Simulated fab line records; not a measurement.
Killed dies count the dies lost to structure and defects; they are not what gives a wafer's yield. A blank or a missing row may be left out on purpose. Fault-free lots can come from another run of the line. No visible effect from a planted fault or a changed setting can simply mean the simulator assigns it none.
Which tool was responsible? :: flow gf180mcu :: 12 lots, 36 wafers sampled, at 5 steps of a route of 602

== WHAT THE GAUGES READ, wafer by wafer ==
GF_VT_IMPLANT_OVL_MEAS_07. Usual: VT_IMPLANT_OVL typically reads 1.0 nm, with standard deviation 1.5.
lot: L278
measured: day 5 14:53
on: overlay-02
VT_IMPLANT_OVL (nm): -0.8 2.4 0.3
flag: 

lot: L279
measured: day 6 01:50
on: overlay-02
VT_IMPLANT_OVL (nm): -0.3 0.4 -0.1
flag: 

lot: L282
measured: day 6 18:53
on: overlay-01
VT_IMPLANT_OVL (nm): 3.9 0.7 1.2
flag: 

lot: L284
measured: day 7 07:55
on: overlay-02
VT_IMPLANT_OVL (nm): 2.0 3.3 3.9
flag: 

lot: L285
measured: day 7 11:53
on: overlay-01
VT_IMPLANT_OVL (nm): 5.0 1.2 1.6
flag: 

lot: L287
measured: day 8 00:25
on: overlay-01
VT_IMPLANT_OVL (nm): 2.5 -0.9 2.1
flag: 

lot: L288
measured: day 8 06:34
on: overlay-02
VT_IMPLANT_OVL (nm): 0.4 2.8 2.5
flag: 

lot: L289
measured: day 8 12:34
on: overlay-02
VT_IMPLANT_OVL (nm): 2.5 1.3 1.9
flag: 

lot: L290
measured: day 8 17:05
on: overlay-01
VT_IMPLANT_OVL (nm): 3.6 2.5 0.9
flag: 

lot: L293
measured: day 9 12:10
on: overlay-01
VT_IMPLANT_OVL (nm): 0.5 0.8 0.5
flag: 

lot: L300
measured: day 11 08:43
on: overlay-01
VT_IMPLANT_OVL (nm): 1.9 1.1 -0.4
flag: 

lot: L301
measured: day 11 16:58
on: overlay-01
VT_IMPLANT_OVL (nm): -0.9 0.5 0.6
flag: 

GF_VT_IMPLANT_TW_MEAS_10. Usual: VT_IMPLANT_TW typically reads 562, with standard deviation 5.2.
lot: L278
measured: day 5 15:10
on: film metro-02
VT_IMPLANT_TW: 556 555 560
flag: 

lot: L279
measured: day 6 02:08
on: film metro-04
VT_IMPLANT_TW: 562 561 564
flag: 

lot: L282
measured: day 6 19:10
on: film metro-02
VT_IMPLANT_TW: 563 562 561
flag: 

lot: L284
measured: day 7 08:13
on: film metro-02
VT_IMPLANT_TW: 559 554 558
flag: 

lot: L285
measured: day 7 12:10
on: film metro-04
VT_IMPLANT_TW: 561 562 563
flag: 

lot: L287
measured: day 8 00:42
on: film metro-02
VT_IMPLANT_TW: 558 563 559
flag: 

lot: L288
measured: day 8 06:52
on: film metro-03
VT_IMPLANT_TW: 567 570 569
flag: 

lot: L289
measured: day 8 12:52
on: film metro-02
VT_IMPLANT_TW: 560 560 559
flag: 

lot: L290
measured: day 8 17:22
on: film metro-03
VT_IMPLANT_TW: 570 570 567
flag: 

lot: L293
measured: day 9 12:28
on: film metro-02
VT_IMPLANT_TW: 562 561 561
flag: 

lot: L300
measured: day 11 09:01
on: film metro-04
VT_IMPLANT_TW: 566 569 568
flag: 

lot: L301
measured: day 11 17:15
on: film metro-02
VT_IMPLANT_TW: 550 554 551
flag: 

GF_POLY_GATE_THK_MEAS_01. Usual: POLY_GATE_CVD_00_THK typically reads 199.4 nm, with standard deviation 2.3.
lot: L278
measured: day 8 11:54
on: film metro-02
POLY_GATE_CVD_00_THK (nm): 195.8 194.7 194.9
flag: 

lot: L279
measured: day 9 00:17
on: film metro-01
POLY_GATE_CVD_00_THK (nm): 197.2 196.7 197.7
flag: 

lot: L282
measured: day 9 21:46
on: film metro-03
POLY_GATE_CVD_00_THK (nm): 197.8 199.8 196.8
flag: 

lot: L284
measured: day 10 12:40
on: film metro-03
POLY_GATE_CVD_00_THK (nm): 198.9 200.7 199.9
flag: 

lot: L285
measured: day 10 16:32
on: film metro-03
POLY_GATE_CVD_00_THK (nm): 199.5 200.0 200.3
flag: 

lot: L287
measured: day 11 05:53
on: film metro-01
POLY_GATE_CVD_00_THK (nm): 200.5 198.6 200.7
flag: 

lot: L288
measured: day 11 15:12
on: film metro-02
POLY_GATE_CVD_00_THK (nm): 162.4 161.7 163.5 162.7 161.7 163.4
flag: OFF

lot: L289
measured: day 11 19:29
on: film metro-03
POLY_GATE_CVD_00_THK (nm): 164.4 164.4 164.6 164.4 164.4 164.5
flag: OFF

lot: L290
measured: day 12 02:07
on: film metro-01
POLY_GATE_CVD_00_THK (nm): 162.4 162.9 161.8 162.6 162.9 161.8
flag: OFF

lot: L293
measured: day 12 21:22
on: film metro-02
POLY_GATE_CVD_00_THK (nm): 201.2 199.3 200.5
flag: 

lot: L300
measured: day 15 00:03
on: film metro-02
POLY_GATE_CVD_00_THK (nm): 198.4 200.6 198.5
flag: 

lot: L301
measured: day 15 08:39
on: film metro-01
POLY_GATE_CVD_00_THK (nm): 202.0 201.7 201.9
flag: 

== WHICH TOOL RAN EACH LOT (tool, then ch and the chambers of the sampled wafers, then the start) ==
lot: L278
GF_VT_IMPLANT_SOFTBAKE_14: litho track-03 ch 0, day 5 22:19
GF_POLY_GATE_CVD_00: lpcvd-01 ch 0, day 8 10:32

lot: L279
GF_VT_IMPLANT_SOFTBAKE_14: litho track-03 ch 0, day 6 09:34
GF_POLY_GATE_CVD_00: lpcvd-01 ch 0, day 8 22:56

lot: L282
GF_VT_IMPLANT_SOFTBAKE_14: litho track-02 ch 0, day 7 03:31
GF_POLY_GATE_CVD_00: lpcvd-02 ch 0, day 9 20:25

lot: L284
GF_VT_IMPLANT_SOFTBAKE_14: litho track-03 ch 0, day 7 15:56
GF_POLY_GATE_CVD_00: lpcvd-01 ch 0, day 10 11:20

lot: L285
GF_VT_IMPLANT_SOFTBAKE_14: litho track-04 ch 0, day 7 20:00
GF_POLY_GATE_CVD_00: lpcvd-01 ch 1, day 10 15:12

lot: L287
GF_VT_IMPLANT_SOFTBAKE_14: litho track-04 ch 0, day 8 09:05
GF_POLY_GATE_CVD_00: lpcvd-02 ch 1, day 11 04:34

lot: L288
GF_VT_IMPLANT_SOFTBAKE_14: litho track-03 ch 0, day 8 15:10
GF_POLY_GATE_CVD_00: lpcvd-02 ch 0, day 11 13:52

lot: L289
GF_VT_IMPLANT_SOFTBAKE_14: litho track-04 ch 0, day 8 21:23
GF_POLY_GATE_CVD_00: lpcvd-02 ch 1, day 11 18:09

lot: L290
GF_VT_IMPLANT_SOFTBAKE_14: litho track-03 ch 0, day 9 02:05
GF_POLY_GATE_CVD_00: lpcvd-02 ch 1, day 12 00:47

lot: L293
GF_VT_IMPLANT_SOFTBAKE_14: litho track-04 ch 0, day 9 21:28
GF_POLY_GATE_CVD_00: lpcvd-01 ch 0, day 12 20:02

lot: L300
GF_VT_IMPLANT_SOFTBAKE_14: litho track-03 ch 0, day 11 18:23
GF_POLY_GATE_CVD_00: lpcvd-02 ch 0, day 14 22:42

lot: L301
GF_VT_IMPLANT_SOFTBAKE_14: litho track-02 ch 0, day 12 02:49
GF_POLY_GATE_CVD_00: lpcvd-01 ch 0, day 15 07:19
- GF_VT_IMPLANT_SOFTBAKE_14: time 61.24 s.
- GF_POLY_GATE_CVD_00: deposits poly-Si, target thk 200 nm, time 1200 s.

== AS READ BY THE TOOLS THEMSELVES (means over the sampled wafers that have a number; for cases with no such wafer, the mark the record gives instead) ==
GF_VT_IMPLANT_SOFTBAKE_14. Usual: exhaust pa 45.0 Pa, standard deviation 0.84; plate sensor t centre C 90.758 C, standard deviation 0.01; plate sensor t edge C 90.828 C, standard deviation 0.009.
lot: L278
tool: litho track-03
exhaust pa (Pa): 45.2
plate sensor t centre C (C): 90.755
plate sensor t edge C (C): 90.824
flag: 

lot: L279
tool: litho track-03
exhaust pa (Pa): 44.8
plate sensor t centre C (C): 90.752
plate sensor t edge C (C): 90.829
flag: 

lot: L282
tool: litho track-02
exhaust pa (Pa): 45.9
plate sensor t centre C (C): 90.755
plate sensor t edge C (C): 90.830
flag: 

lot: L284
tool: litho track-03
exhaust pa (Pa): 46.3
plate sensor t centre C (C): 90.757
plate sensor t edge C (C): 90.825
flag: 

lot: L285
tool: litho track-04
exhaust pa (Pa): 44.4
plate sensor t centre C (C): 90.754
plate sensor t edge C (C): 90.831
flag: 

lot: L287
tool: litho track-04
exhaust pa (Pa): 45.7
plate sensor t centre C (C): 90.760
plate sensor t edge C (C): 90.830
flag: 

lot: L288
tool: litho track-03
exhaust pa (Pa): 44.2
plate sensor t centre C (C): 90.756
plate sensor t edge C (C): 90.828
flag: 

lot: L289
tool: litho track-04
exhaust pa (Pa): 45.2
plate sensor t centre C (C): 90.752
plate sensor t edge C (C): 90.827
flag: 

lot: L290
tool: litho track-03
exhaust pa (Pa): 45.2
plate sensor t centre C (C): 90.762
plate sensor t edge C (C): 90.829
flag: 

lot: L293
tool: litho track-04
exhaust pa (Pa): 45.1
plate sensor t centre C (C): 90.755
plate sensor t edge C (C): 90.829
flag: 

lot: L300
tool: litho track-03
exhaust pa (Pa): 45.0
plate sensor t centre C (C): 90.766
plate sensor t edge C (C): 90.824
flag: 

lot: L301
tool: litho track-02
exhaust pa (Pa): 43.9
plate sensor t centre C (C): 90.760
plate sensor t edge C (C): 90.832
flag: 

== THE ANSWER, worked out from the rows above alone ==
Rule: lot off if the mean of its wafers having a number is beyond 3 standard deviations from the usual mean. Also off: a lot with no number at a reading for which 4 or more lots have one. Any other lot the step has rows for is counted as sound. Order of review: gauges by route order, followed by the tools' own readings, for which a lot's mean as printed above is used. At the first step where some lot is off, the reading lying furthest off is the one used; lots without a number count as furthest.
Off: L288, L289, L290, at GF_POLY_GATE_THK_MEAS_01 (POLY_GATE_CVD_00_THK).
A tool fits if, at a process step before that reading, it ran every lot that is off, and no sound lot after the first of them. Those tools and the gauges at GF_POLY_GATE_THK_MEAS_01 are tried in the same way. No candidate that was tried fits.

== WHAT THE SIMULATOR PUT IN ==
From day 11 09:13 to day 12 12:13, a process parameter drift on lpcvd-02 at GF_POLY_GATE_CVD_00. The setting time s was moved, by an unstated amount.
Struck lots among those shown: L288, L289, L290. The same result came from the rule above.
